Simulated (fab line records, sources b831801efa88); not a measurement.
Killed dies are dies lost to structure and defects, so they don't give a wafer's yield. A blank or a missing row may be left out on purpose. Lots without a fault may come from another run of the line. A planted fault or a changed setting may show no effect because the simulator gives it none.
Which tool did it? | flow sky130 | 11 lots, 33 wafers sampled, at 2 steps of a route of 708

WHAT THE GAUGES READ, wafer by wafer
SKY_METAL4_CD_MEAS_13: target cd 300 nm.
lot  | measured     | on        | cd_nm (nm)
L247 | day 42 12:05 | cd_sem-01 | 298.8 298.0 298.8
L248 | day 42 19:58 | cd_sem-01 | 301.1 301.2 301.0
L251 | day 43 09:14 | cd_sem-01 | 300.4 300.1 301.0
L252 | day 43 13:27 | cd_sem-02 | 298.3 299.0 298.0
L254 | day 44 12:24 | cd_sem-02 | 297.8 297.8 299.7
L255 | day 44 13:44 | cd_sem-01 | 299.8 297.7 299.8
L256 | day 44 16:17 | cd_sem-02 | 298.8 300.3 300.2
L259 | day 45 04:00 | cd_sem-01 | 296.8 298.4 298.5
L265 | day 46 16:28 | cd_sem-02 | 300.0 299.7 298.9
L267 | day 47 03:14 | cd_sem-01 | 300.0 299.5 300.0
L269 | day 47 19:40 | cd_sem-02 | 302.0 302.4 302.1

WHICH TOOL RAN EACH LOT (tool, then ch and the chambers of the sampled wafers, then the start)
lot  | SKY_CAP2M_SPUTTER_02
L247 | pvd_sputter-03, day 40 11:38
L248 | pvd_sputter-03, day 40 19:53
L251 | pvd_sputter-03, day 41 10:32
L252 | pvd_sputter-01, day 41 13:26
L254 | pvd_sputter-04, day 42 13:44
L255 | pvd_sputter-03, day 42 14:35
L256 | pvd_sputter-04, day 42 18:09
L259 | pvd_sputter-04, day 43 05:51
L265 | pvd_sputter-01, day 44 21:36
L267 | pvd_sputter-03, day 45 07:47
L269 | pvd_sputter-04, day 46 00:29
- SKY_CAP2M_SPUTTER_02: material TiN, target thk 200 nm, time 166.7 s.

THE ANSWER, worked out from the rows above alone
Rule: what is usual is taken from the lots themselves. Put in order of their means at a reading, lots are off if they are a third of the lots or fewer, leave a main group of 4 or more, and stand apart from it by a gap of 3 or more times the standard deviation of the main group's means; of several such gaps the widest counts. A main group whose means are all the same, to the digits that the tables above print for the reading, isn't used. A lot without any number at a reading at which 4 lots or more have one is off too. The other lots that the step has rows for count as sound.
No lot is off at any reading shown: from this, nothing can be told.

WHAT THE SIMULATOR HAD PUT IN
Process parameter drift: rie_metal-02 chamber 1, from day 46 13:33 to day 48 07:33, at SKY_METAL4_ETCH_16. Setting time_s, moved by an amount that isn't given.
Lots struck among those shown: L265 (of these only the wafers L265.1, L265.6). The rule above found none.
